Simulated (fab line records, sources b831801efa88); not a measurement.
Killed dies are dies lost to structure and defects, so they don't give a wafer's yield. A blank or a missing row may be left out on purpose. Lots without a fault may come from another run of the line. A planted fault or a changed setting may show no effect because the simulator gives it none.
Which tool did it? | flow gf180mcu | 13 lots, 39 wafers sampled, at 3 steps of a route of 602

WHAT THE GAUGES READ, wafer by wafer
GF_HV_LDD_TW_MEAS_23.
lot  | measured     | on            | HV_LDD_2_TW
L347 | day 10 14:49 | film_metro-04 | 1074 1071 1072
L348 | day 11 02:23 | film_metro-01 | 1051 1050 1050
L349 | day 11 05:56 | film_metro-03 | 1053 1051 1051
L353 | day 12 13:01 | film_metro-01 | 1142 1147 1148
L357 | day 13 20:07 | film_metro-01 | 1145 1140 1144
L358 | day 14 06:34 | film_metro-01 | 1049 1051 1051
L360 | day 14 21:22 | film_metro-03 | 1058 1056 1059
L362 | day 15 16:55 | film_metro-03 | 1058 1057 1065
L363 | day 16 05:38 | film_metro-01 | 1043 1052 1046
L364 | day 16 19:14 | film_metro-03 | 1046 1054 1055
L366 | day 16 22:31 | film_metro-03 | 1049 1054 1057
L368 | day 17 13:37 | film_metro-03 | 1055 1062 1059
L370 | day 18 06:37 | film_metro-04 | 1077 1071 1072

GF_SALICIDE_RS_MEAS_04: measures by four-point-probe.
lot  | measured     | on            | SALICIDE_TIN_RS (ohm/sq)
L347 | day 14 19:21 | film_metro-01 | 16.1 16.2 16.4
L348 | day 15 08:21 | film_metro-01 | 16.7 16.8 16.9
L349 | day 15 10:51 | film_metro-01 | 16.0 16.4 16.7
L353 | day 16 23:38 | film_metro-02 | 16.5 16.2 16.2
L357 | day 18 14:02 | film_metro-03 | 16.4 16.2 16.2
L358 | day 19 05:49 | film_metro-01 | 16.5 16.0 16.8
L360 | day 19 22:52 | film_metro-02 | 16.1 16.4 16.6
L362 | day 20 20:22 | film_metro-01 | 16.7 16.6 16.9
L363 | day 21 10:56 | film_metro-03 | 16.8 16.3 16.6
L364 | day 22 01:55 | film_metro-01 | 16.0 16.0 15.9
L366 | day 22 08:16 | film_metro-01 | 16.7 16.6 16.6
L368 | day 22 18:15 | film_metro-01 | 16.5 16.0 16.5
L370 | day 23 11:49 | film_metro-01 | 16.8 16.2 16.6

WHICH TOOL RAN EACH LOT (tool, then ch and the chambers of the sampled wafers, then the start)
lot  | GF_HV_LDD_IMPLANT_21
L347 | implanter-03 ch 0, day 10 14:35
L348 | implanter-02 ch 0, day 11 02:09
L349 | implanter-03 ch 0, day 11 05:41
L353 | implanter-02 ch 0, day 12 12:48
L357 | implanter-02 ch 0, day 13 19:52
L358 | implanter-03 ch 0, day 14 06:19
L360 | implanter-01 ch 0, day 14 21:07
L362 | implanter-01 ch 0, day 15 16:40
L363 | implanter-01 ch 0, day 16 05:24
L364 | implanter-02 ch 0, day 16 19:00
L366 | implanter-03 ch 0, day 16 22:18
L368 | implanter-02 ch 0, day 17 13:22
L370 | implanter-02 ch 0, day 18 06:22
- GF_HV_LDD_IMPLANT_21

WHAT THE TOOLS THEMSELVES READ (means of the sampled wafers that have a number; where no wafer has one, the mark that the record gives instead)
GF_HV_LDD_IMPLANT_21.
lot  | tool         | beam_energy_keV | beam_on_s (s)
L347 | implanter-03 | 25.001          | 10.11
L348 | implanter-02 | 25.001          | 10.04
L349 | implanter-03 | 24.986          | 10.00
L353 | implanter-02 | 34.271          | 10.20
L357 | implanter-02 | 34.292          | 10.02
L358 | implanter-03 | 24.996          | 9.83
L360 | implanter-01 | 24.997          | 10.06
L362 | implanter-01 | 25.005          | 9.94
L363 | implanter-01 | 25.004          | 10.13
L364 | implanter-02 | 25.008          | 9.93
L366 | implanter-03 | 25.007          | 10.13
L368 | implanter-02 | 25.009          | 10.31
L370 | implanter-02 | 25.000          | 9.88

THE ANSWER, worked out from the rows above alone
Rule: what is usual is taken from the lots themselves. Put in order of their means at a reading, lots are off if they are a third of the lots or fewer, leave a main group of 4 or more, and stand apart from it by a gap of 3 or more times the standard deviation of the main group's means; of several such gaps the widest counts. A main group whose means are all the same, to the digits that the tables above print for the reading, isn't used. A lot without any number at a reading at which 4 lots or more have one is off too. The other lots that the step has rows for count as sound. The gauges are gone through in route order, then the tools' own readings, and for those a lot's mean is taken as printed above. The first step at which some lot is off is used, and at that step the reading that is off furthest; a lot without a number counts as furthest.
Off: L353, L357, at GF_HV_LDD_TW_MEAS_23 (HV_LDD_2_TW). The main group: mean 1057, standard deviation 8.4.
A tool fits if, at a process step before that reading, it ran every lot that is off, and no sound lot after the first of them. The gauges at GF_HV_LDD_TW_MEAS_23 aren't tried: what is off there is off at GF_HV_LDD_IMPLANT_21 too, on other tools, and a gauge's error can't cause that. None of those tried fits.

WHAT THE SIMULATOR HAD PUT IN
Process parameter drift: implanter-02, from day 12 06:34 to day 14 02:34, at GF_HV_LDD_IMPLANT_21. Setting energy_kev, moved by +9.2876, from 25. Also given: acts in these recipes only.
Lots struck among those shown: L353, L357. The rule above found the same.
